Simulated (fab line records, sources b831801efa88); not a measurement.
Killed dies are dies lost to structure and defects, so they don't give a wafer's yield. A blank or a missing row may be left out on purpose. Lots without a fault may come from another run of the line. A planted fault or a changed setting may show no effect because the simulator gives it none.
A struck lot beside a sound one | flow sky130 | 18 steps out of a route of 708
Sound: wafers L569.1, L569.2, L569.5. Struck: wafer L578.3. (L578.2, L578.4 of the same lot were not struck and are left out.) The cause comes at the end.
At each step with rows: each side's tool, then ch and its chambers, then its first start. Under that, the readings that differ: sound wafers | struck wafers | difference of the means | sigmas: that difference in standard deviations of wafers without a fault.
alike: readings whose means differ by less than 2 such deviations, and words and numbers that are the same on both sides. not compared: withheld readings, readings that some wafer has no value for, bounds like >300 that may hide the same value, and numbers for which the record gives no deviation and whose values overlap.
The two part at a step that has a row with sigmas, a row that says differs or no value, or rows on one side only. Numbers that don't overlap but have no deviation are shown without sigmas and don't part them. A reading that every wafer of one side lacks parts them only if that side has two wafers or more.

first, 3 steps without rows for these wafers: SKY_VIA2_EXPOSE_09 (exposes mask VIM2, target cd 200 nm); SKY_VIA2_PEB_10; SKY_VIA2_DEVELOP_11 (develop time 60 s).
SKY_VIA2_CD_MEAS_12: target cd 200 nm.
  sound on cd_sem-02, day 35 21:44; struck on cd_sem-01, day 39 02:05
  alike: cd_nm
SKY_VIA2_OVL_MEAS_13:
  sound on overlay-01, day 35 21:52; struck on overlay-02, day 39 02:12
  reading       | sound    | struck | difference | sigmas
  VIA2_OVL (nm) | -9 -1 -8 | 7      | +13        | +2
SKY_VIA2_ETCH_14: etches BARC in N2/H2, stops on SiO2, time 45.9 s, target depth 60 nm.
  sound on rie_diel-04 ch 1,3, day 35 21:53; struck on rie_diel-03 ch 0, day 39 02:14
  alike: drypump_motor_current_A, oes_product_au, throttle_valve_pct
  not compared: rf_hours_counter_h
SKY_VIA2_ETCH_15: etches SiO2 in C4F8/O2/Ar, stops on TiN, target depth 546 nm, time 84 s.
  sound on rie_diel-04 ch 1,3, day 35 21:56; struck on rie_diel-03 ch 0, day 39 02:16
  alike: oes_product_au
  not compared: rf_hours_counter_h
SKY_VIA2_STRIP_16: strips in O2/N2.
  sound on plasma_asher-03 ch 0,1, day 35 22:00; struck on plasma_asher-04 ch 0, day 39 02:20
  alike: drypump_motor_current_A, oes_product_au, strip_time_to_endpoint_s
  not compared: rf_hours_counter_h
then, 3 steps without rows for these wafers: SKY_VIA2_STRIP_17 (strips in post etch residue remover, time 1200 s); SKY_VIA2_CLEAN_18 (cleans in IPA, time 180 s); SKY_VIA2_CLEAN_19 (cleans in O3/DIW).
SKY_VIA2_SPUTTER_20: material TiN, target thk 20 nm, time 80 s.
  sound on pvd_sputter-01, day 35 22:37; struck on pvd_sputter-02, day 39 02:56
  reading                | sound          | struck | difference | sigmas
  throttle_valve_pct (%) | 31.3 30.8 30.5 | 28.4   | -2.5       | -2
SKY_VIA2_CVD_21: deposits W, target thk 420 nm, time 126.4 s.
  sound on cvd_w-01 ch 0,1, day 35 22:41; struck on cvd_w-02 ch 0, day 39 03:00
  reading                            | sound                | struck | difference | sigmas
  heater_power_outer_w (W)           | 540 558 555          | 468    | -83        | -2
  heater_power_w (W)                 | 866 971 962          | 741    | -192       | -2
  susceptor_temp_C (C)               | 400.12 400.19 399.66 | 404.53 | +4.54      | +20
  model.W_of_VIA2_CVD_21.thk_nm (nm) | 414.5 418.6 415      | 449.1  | +33.1      |
SKY_VIA2_RS_MEAS_22: measures by four-point-probe.
  sound on film_metro-03, day 35 22:49; struck on film_metro-01, day 39 03:09
  reading            | sound                | struck | difference | sigmas
  VIA2_W_RS (ohm/sq) | 0.2768 0.2741 0.2759 | 0.2543 | -0.0213    | -9
SKY_VIA2_THK_MEAS_23: measures by xrf.
  sound on film_metro-03, day 35 22:56; struck on film_metro-01, day 39 03:16
  reading         | sound       | struck | difference | sigmas
  VIA2_W_THK (nm) | 426 437 430 | 468    | +37        | +9
SKY_VIA2_CMP_24: polishes, stops on SiO2, t overpolish 20 s, target thk 0 nm.
  sound on cmp-02 ch 0,2,3, day 35 23:05; struck on cmp-02 ch 3, day 39 03:19
  reading                | sound     | struck | difference | sigmas
  time_to_endpoint_s (s) | 98 96 100 | 110    | +12        | +4
  alike: motor_current_A, platen_rpm, slurry_filter_dp_kPa, slurry_flow_ml_min
SKY_METAL3_SPUTTER_00: material Ti, target thk 15 nm, time 10 s.
  sound on pvd_sputter-02, day 35 23:17; struck on pvd_sputter-01, day 39 03:37
  alike: throttle_valve_pct
SKY_PAD_OPEN_PROBE_99:
  the record has rows for the sound wafers here (prober-02, day 45 11:03) and none for the struck ones

WHERE THEY PART
First at SKY_VIA2_OVL_MEAS_13; last, within this record, at SKY_PAD_OPEN_PROBE_99.

WHY: what the simulator had put in
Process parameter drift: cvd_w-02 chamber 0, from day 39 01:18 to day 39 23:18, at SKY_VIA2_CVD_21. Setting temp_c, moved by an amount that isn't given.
